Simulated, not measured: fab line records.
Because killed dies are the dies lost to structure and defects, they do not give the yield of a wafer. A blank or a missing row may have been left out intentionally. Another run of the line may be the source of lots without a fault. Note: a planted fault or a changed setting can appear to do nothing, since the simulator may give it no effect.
Which of the tools did it? | flow sky130 | Sampling: 24 lots, 72 wafers, 5 of 708 route steps

## WHAT THE GAUGES READ, wafer by wafer
SKY_METAL3_OVL_MEAS_14. Usual: for METAL3_OVL the level is -1 nm and the standard deviation is 5.
lot  | measured     | on         | METAL3_OVL (nm) | flag
L075 | day 38 20:59 | overlay-01 | 5 6 7           |
L074 | day 38 21:52 | overlay-01 | -2 3 -3         |
L077 | day 39 09:50 | overlay-01 | -2 -1 0         |
L076 | day 39 11:58 | overlay-02 | 0 -1 -1         |
L078 | day 39 18:28 | overlay-01 | -2 -5 -5        |
L079 | day 40 10:26 | overlay-01 | -1 -2 4         |
L081 | day 40 14:35 | overlay-02 | 6 3 7           |
L080 | day 40 18:42 | overlay-01 | -7 -10 -2       |
L082 | day 40 23:33 | overlay-01 | 5 2 2           |
L083 | day 41 08:20 | overlay-02 | -6 -7 -3        |
L084 | day 41 15:01 | overlay-01 | -13 -12 -5      |
L085 | day 41 15:36 | overlay-01 | 1 -1 4          |
L086 | day 42 05:53 | overlay-01 | 0 -4 -8         |
L087 | day 42 13:17 | overlay-02 | -1 -1 0         |
L088 | day 42 23:41 | overlay-02 | -8 -11 -11      |
L089 | day 43 01:11 | overlay-02 | 2 7 1           |
L090 | day 43 08:42 | overlay-02 | 0 4 -3          |
L091 | day 43 12:55 | overlay-02 | 3 1 4           |
L092 | day 43 13:31 | overlay-01 | -3 4 4          |
L093 | day 43 21:56 | overlay-02 | -7 -4 0         |
L094 | day 44 00:27 | overlay-01 | 9 6 11          |
L095 | day 44 04:23 | overlay-01 | 1 5 1           |
L096 | day 44 11:17 | overlay-01 | -4 -4 -6        |
L097 | day 44 21:32 | overlay-02 | -2 -4 -6        |

SKY_CAP2M_THK_MEAS_04: measures by xrf. Usual: for CAP2M_TIN_THK the level is 199.3 nm and the standard deviation is 2.2.
lot  | measured     | on            | CAP2M_TIN_THK (nm) | flag
L075 | day 40 00:59 | film metro-01 | 204.1 204.6 203.3  |
L074 | day 40 01:56 | film metro-01 | 202.0 203.7 201.0  |
L077 | day 40 14:05 | film metro-01 | 193.3 196.9 198.4  |
L076 | day 40 15:51 | film metro-03 | 195.9 198.3 199.5  |
L078 | day 40 22:08 | film metro-01 | 200.0 195.1 195.9  |
L079 | day 41 14:29 | film metro-03 | 200.5 198.1 200.0  |
L081 | day 41 18:28 | film metro-03 | 198.3 199.1 202.1  |
L080 | day 41 22:43 | film metro-04 | 197.6 198.7 199.6  |
L082 | day 42 03:06 | film metro-03 | 202.3 201.3 198.4  |
L083 | day 42 11:24 | film metro-04 | 196.3 200.2 196.4  |
L084 | day 42 17:49 | film metro-01 | 197.8 198.4 197.9  |
L085 | day 42 18:35 | film metro-04 | 199.3 200.2 198.9  |
L086 | day 43 08:27 | film metro-03 | 197.0 198.8 201.3  |
L087 | day 43 16:42 | film metro-03 | 202.2 203.1 200.6  |
L088 | day 44 02:09 | film metro-01 | 196.3 198.1 197.4  |
L089 | day 44 03:39 | film metro-04 | 199.8 195.9 194.7  |
L090 | day 44 12:05 | film metro-01 | 199.6 199.3 199.4  |
L091 | day 44 15:35 | film metro-03 | 201.2 201.1 197.9  |
L092 | day 44 16:35 | film metro-04 | 200.6 201.2 202.3  |
L093 | day 45 00:39 | film metro-03 | 198.9 197.8 197.3  |
L094 | day 45 02:53 | film metro-03 | 200.5 201.3 204.7  |
L095 | day 45 06:41 | film metro-01 | 200.2 197.8 197.8  |
L096 | day 45 13:14 | film metro-03 | 198.0 200.4 198.9  |
L097 | day 45 22:21 | film metro-01 | 199.4 199.5 202.1  |

SKY_CAP2M_OVL_MEAS_12. Usual: for CAP2M_OVL the level is 0.8 nm and the standard deviation is 1.7.
lot  | measured     | on         | CAP2M_OVL (nm) | flag
L075 | day 41 01:33 | overlay-01 | 2.0 2.0 2.1    |
L074 | day 41 02:13 | overlay-02 | 0.7 0.5 1.2    |
L077 | day 41 14:49 | overlay-02 | 0.5 3.2 2.2    |
L076 | day 41 16:16 | overlay-01 | 0.4 -0.4 -0.2  |
L078 | day 41 22:32 | overlay-02 | 0.9 1.2 1.6    |
L079 | day 42 13:57 | overlay-02 | -2.9 -2.1 -2.7 |
L081 | day 42 17:10 | overlay-02 | 0.1 0.2 1.1    |
L080 | day 42 21:11 | overlay-01 | 3.8 3.3 4.9    |
L082 | day 43 02:41 | overlay-02 | -3.1 -0.8 -1.3 |
L083 | day 43 10:22 | overlay-02 | -0.9 -2.0 -2.4 |
L084 | day 43 17:16 | overlay-02 | -1.0 -2.3 -1.6 |
L085 | day 43 17:56 | overlay-01 | 0.1 -1.0 1.3   |
L086 | day 44 07:53 | overlay-01 | -0.7 1.1 0.5   |
L087 | day 44 15:58 | overlay-01 | 0.4 0.3 0.4    |
L088 | day 45 01:19 | overlay-02 | 0.2 0.0 1.3    |
L089 | day 45 01:50 | overlay-01 | 1.0 1.6 2.2    |
L090 | day 45 09:38 | overlay-01 | 0.7 1.8 3.5    |
L091 | day 45 13:05 | overlay-02 | 2.3 2.7 3.2    |
L092 | day 45 14:38 | overlay-01 | 1.5 -0.4 1.4   |
L093 | day 45 22:16 | overlay-01 | 3.1 2.0 3.4    |
L094 | day 46 00:19 | overlay-02 | -1.4 -1.4 -1.0 |
L095 | day 46 03:44 | overlay-02 | -0.7 1.3 1.7   |
L096 | day 46 10:22 | overlay-01 | 1.4 1.0 -0.4   |
L097 | day 46 19:13 | overlay-01 | -0.4 0.8 1.9   |

## EACH LOT AND THE TOOL THAT RAN IT (in order: tool; ch and the chambers of the sampled wafers; start)
lot  | SKY_CAPM_STRIP_14                    | SKY_VIA3_CMP_02
L075 | plasma asher-02 ch 0,1, day 37 19:38 | cmp-01 ch 0,1,3, day 38 22:13
L074 | plasma asher-04 ch 0,1, day 37 20:49 | cmp-02 ch 1,3, day 38 23:19
L077 | plasma asher-03 ch 0,1, day 38 09:20 | cmp-01 ch 1,2,3, day 39 11:01
L076 | plasma asher-03 ch 0,1, day 38 10:31 | cmp-02 ch 1,3, day 39 13:13
L078 | plasma asher-03 ch 0,1, day 38 18:01 | cmp-02 ch 0,1,2, day 39 19:48
L079 | plasma asher-04 ch 0,1, day 39 08:53 | cmp-02 ch 0,2, day 40 11:37
L081 | plasma asher-03 ch 0,1, day 39 14:17 | cmp-02 ch 2,3, day 40 15:46
L080 | plasma asher-02 ch 0,1, day 39 17:19 | cmp-01 ch 1,3, day 40 19:55
L082 | plasma asher-03 ch 0,1, day 39 22:25 | cmp-01 ch 2,3, day 41 00:57
L083 | plasma asher-02 ch 0,1, day 40 07:23 | cmp-02 ch 0,2, day 41 09:34
L084 | plasma asher-02 ch 1, day 40 13:44   | cmp-01 ch 0,2,3, day 41 16:14
L085 | plasma asher-03 ch 0,1, day 40 14:22 | cmp-01 ch 0,1,3, day 41 16:55
L086 | plasma asher-04 ch 0, day 41 04:43   | cmp-01 ch 1,2,3, day 42 07:11
L087 | plasma asher-04 ch 0,1, day 41 12:50 | cmp-01 ch 0,1,3, day 42 14:32
L088 | plasma asher-02 ch 0,1, day 41 23:53 | cmp-02 ch 0,1,2, day 43 00:52
L089 | plasma asher-02 ch 0,1, day 42 01:29 | cmp-01 ch 2,3, day 43 02:22
L090 | plasma asher-04 ch 0,1, day 42 08:37 | cmp-02 ch 0,1,3, day 43 10:01
L091 | plasma asher-04 ch 0,1, day 42 12:31 | cmp-01 ch 1,2, day 43 14:08
L092 | plasma asher-02 ch 0,1, day 42 13:37 | cmp-01 ch 1,2, day 43 15:05
L093 | plasma asher-04 ch 0,1, day 42 22:38 | cmp-02 ch 2,3, day 43 23:07
L094 | plasma asher-04 ch 0,1, day 43 00:16 | cmp-02 ch 0,1, day 44 01:44
L095 | plasma asher-04 ch 0,1, day 43 04:04 | cmp-02 ch 0,2,3, day 44 05:34
L096 | plasma asher-04 ch 0,1, day 43 11:02 | cmp-02 ch 0,1,3, day 44 12:28
L097 | plasma asher-04 ch 0,1, day 43 21:44 | cmp-01 ch 0,2,3, day 44 22:47
- SKY_CAPM_STRIP_14: strips in O2/N2.
- SKY_VIA3_CMP_02: polishes SiO2.

## WHAT THE TOOLS THEMSELVES READ (means of the sampled wafers that have a number; where no wafer has one, the mark that the record gives instead)
SKY_CAPM_STRIP_14. Usual: drypump motor current A 6.01 A, standard deviation 0.24; o2 flow sccm 3000 sccm, standard deviation 8.5; oes product au 0.711 a.u., standard deviation 0.0043; strip time to endpoint s 12.62 s, standard deviation 0.052.
lot  | tool            | drypump motor current A (A) | o2 flow sccm (sccm) | oes product au (a.u.) | strip time to endpoint s (s) | flag
L075 | plasma asher-02 | 5.81                        | 2997                | 0.706                 | 12.62                        |
L074 | plasma asher-04 | 6.04                        | 2998                | 0.707                 | 12.70                        |
L077 | plasma asher-03 | 6.09                        | 2997                | 0.711                 | 12.66                        |
L076 | plasma asher-03 | 6.08                        | 2987                | 0.712                 | 12.58                        |
L078 | plasma asher-03 | 6.03                        | 2997                | 0.712                 | 12.57                        |
L079 | plasma asher-04 | 6.04                        | 2999                | 0.709                 | 12.66                        |
L081 | plasma asher-03 | 6.01                        | 3006                | 0.705                 | 12.62                        |
L080 | plasma asher-02 | 6.09                        | 3004                | 0.713                 | 12.68                        |
L082 | plasma asher-03 | 6.03                        | 3006                | 0.708                 | 12.60                        |
L083 | plasma asher-02 | 5.81                        | 3002                | 0.712                 | 12.62                        |
L084 | plasma asher-02 | 5.52                        | 2996                | 0.710                 | 12.66                        |
L085 | plasma asher-03 | 6.02                        | 2997                | 0.716                 | 12.62                        |
L086 | plasma asher-04 | 6.07                        | 3003                | 0.708                 | 12.65                        |
L087 | plasma asher-04 | 6.03                        | 3001                | 0.709                 | 12.62                        |
L088 | plasma asher-02 | 6.08                        | 3001                | 0.709                 | 12.60                        |
L089 | plasma asher-02 | 5.82                        | 3000                | 0.710                 | 12.56                        |
L090 | plasma asher-04 | 6.03                        | 3001                | 0.709                 | 12.58                        |
L091 | plasma asher-04 | 6.06                        | 2999                | 0.710                 | 12.66                        |
L092 | plasma asher-02 | 6.09                        | 3008                | 0.707                 | 12.60                        |
L093 | plasma asher-04 | 6.03                        | 3007                | 0.712                 | 12.64                        |
L094 | plasma asher-04 | 6.04                        | 3004                | 0.708                 | 12.61                        |
L095 | plasma asher-04 | 6.02                        | 3002                | 0.711                 | 12.61                        |
L096 | plasma asher-04 | 6.05                        | 3006                | 0.708                 | 12.68                        |
L097 | plasma asher-04 | 6.03                        | 2995                | 0.710                 | 12.56                        |

SKY_VIA3_CMP_02. Usual: motor current A 11.9 A, standard deviation 1.4; slurry flow ml min 150.0, standard deviation 0.47.
lot  | tool   | motor current A (A) | slurry flow ml min | flag
L075 | cmp-01 | 12.3                | 150.1              |
L074 | cmp-02 | 12.3                | 150.0              |
L077 | cmp-01 | 11.5                | 150.1              |
L076 | cmp-02 | 11.8                | 150.5              |
L078 | cmp-02 | 12.8                | 149.7              |
L079 | cmp-02 | 11.4                | 149.9              |
L081 | cmp-02 | 11.3                | 149.8              |
L080 | cmp-01 | 12.3                | 149.9              |
L082 | cmp-01 | 10.7                | 149.5              |
L083 | cmp-02 | 12.0                | 150.0              |
L084 | cmp-01 | 11.6                | 150.0              |
L085 | cmp-01 | 12.5                | 150.3              |
L086 | cmp-01 | 11.3                | 150.2              |
L087 | cmp-01 | 12.5                | 149.8              |
L088 | cmp-02 | 12.8                | 149.6              |
L089 | cmp-01 | 11.5                | 149.9              |
L090 | cmp-02 | 11.9                | 150.0              |
L091 | cmp-01 | 11.7                | 150.5              |
L092 | cmp-01 | 11.1                | 149.4              |
L093 | cmp-02 | 11.6                | 149.7              |
L094 | cmp-02 | 13.5                | 150.6              |
L095 | cmp-02 | 11.3                | 150.7              |
L096 | cmp-02 | 11.9                | 150.1              |
L097 | cmp-01 | 11.7                | 149.7              |

## THE ANSWER, worked out from the rows above alone
Rule: a lot counts as off when the mean over its wafers that have a number is more than 3 standard deviations away from the usual mean. A lot without any number at a reading at which 4 lots or more have one is off too. All remaining lots with rows at the step are treated as sound. The gauges are gone through in route order, then the tools' own readings, and for those a lot's mean is taken as printed above. At the first step where some lot is off, the reading lying furthest off is the one used; lots without a number count as furthest.
Nothing can be told from this: no lot is off at any reading shown.

## WHAT THE SIMULATOR HAD PUT IN
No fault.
